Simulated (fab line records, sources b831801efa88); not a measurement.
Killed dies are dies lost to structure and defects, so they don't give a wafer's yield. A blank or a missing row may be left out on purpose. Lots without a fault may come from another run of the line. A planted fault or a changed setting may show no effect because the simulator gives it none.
Problem report in the 8D (eight disciplines) form, filled by code | flow sfq_line | the parts of the form that need people (team, actions taken, sign-off) are left out

1. THE PROBLEM
heater_power_total_W at SFQ_TRILAYER_JJ_CE_LITHO_PEB_117 reads a mean of 76.06 W on 6 wafers of 2 lots; wafers without a fault read 79.16 W with a standard deviation of 0.059. That is -53 standard deviations from the usual mean.
The step: peb time 60 s.
First seen on wafer L320.1, day 56 11:25, on litho_track-04. The record holds 42 wafers of 14 lots with a number at this step. Rule for "out", or "out of limits": more than 4 standard deviations from the usual mean. The other wafers with a number count as sound.

2. WHAT IT IS AND WHAT IT IS NOT
question                    | is                                 | is not
which readings at this step | heater_power_total_W, plate_temp_C | -
which lots                  | L320, L321                         | L305, L308, L309, L310, L314, L315, L317, L318, L324, L325, L326, L327
which wafers of those lots  | all that have a number             | -
read on which tools         | litho_track-04                     | litho_track-01, litho_track-03
when                        | from day 56 11:25                  | up to then (24 sound wafers); but 12 sound wafers of L324, L325, L326, L327 came after

3. SUSPECTS, AND WHAT RULES EACH OUT
Counting: a tool at a process step up to the reading stays a suspect if it ran every lot that is out and no sound lot after the first of them.
- litho_track-04 at SFQ_TRILAYER_JJ_CE_LITHO_PEB_117 (peb time 60 s): kept. It ran every lot that is out, first L320 (day 56 11:25), and no sound lot after that; its last sound lot up to then is L318 (day 56 04:13). Its own readings are out on those wafers: heater_power_total_W, plate_temp_C.
Left after counting: litho_track-04 at SFQ_TRILAYER_JJ_CE_LITHO_PEB_117.

4. THE CAUSE (what the simulator had put in)
Process parameter drift: litho_track-04, from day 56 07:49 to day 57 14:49, at SFQ_TRILAYER_JJ_CE_LITHO_PEB_117. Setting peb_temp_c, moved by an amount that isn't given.
Counting left only this tool.

5. THE CHAIN OF EFFECTS, in route order
Each row: a reading whose mean over the struck wafers that have a number lies more than 3 standard deviations from the usual. Only readings for which the record gives a usual standard deviation are gone through. hours: the time from each lot's start at the first step in this table that gives one to its start at this step, as a median over the lots. sigmas: the change in usual standard deviations.
hours | step                                 | reading              | usual    | on struck wafers | change | sigmas
0     | SFQ_TRILAYER_JJ_CE_LITHO_PEB_117     | heater_power_total_W | 79.16 W  | 76.06            | -3.10  | -53
0     | SFQ_TRILAYER_JJ_CE_LITHO_PEB_117     | plate_temp_C         | 115.05 C | 111.66           | -3.39  | -21
0     | SFQ_TRILAYER_JJ_CE_METRO_MEASURE_117 | cd_nm                | 699.6 nm | 770.0            | +70.4  | +59
The process steps in it:
- SFQ_TRILAYER_JJ_CE_LITHO_PEB_117: peb time 60 s.
- SFQ_TRILAYER_JJ_CE_METRO_MEASURE_117

6. WHAT WOULD HAVE CAUGHT IT SOONER
In this record the first reading out of limits was taken at day 56 11:25, 4 hours after the fault began at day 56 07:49.
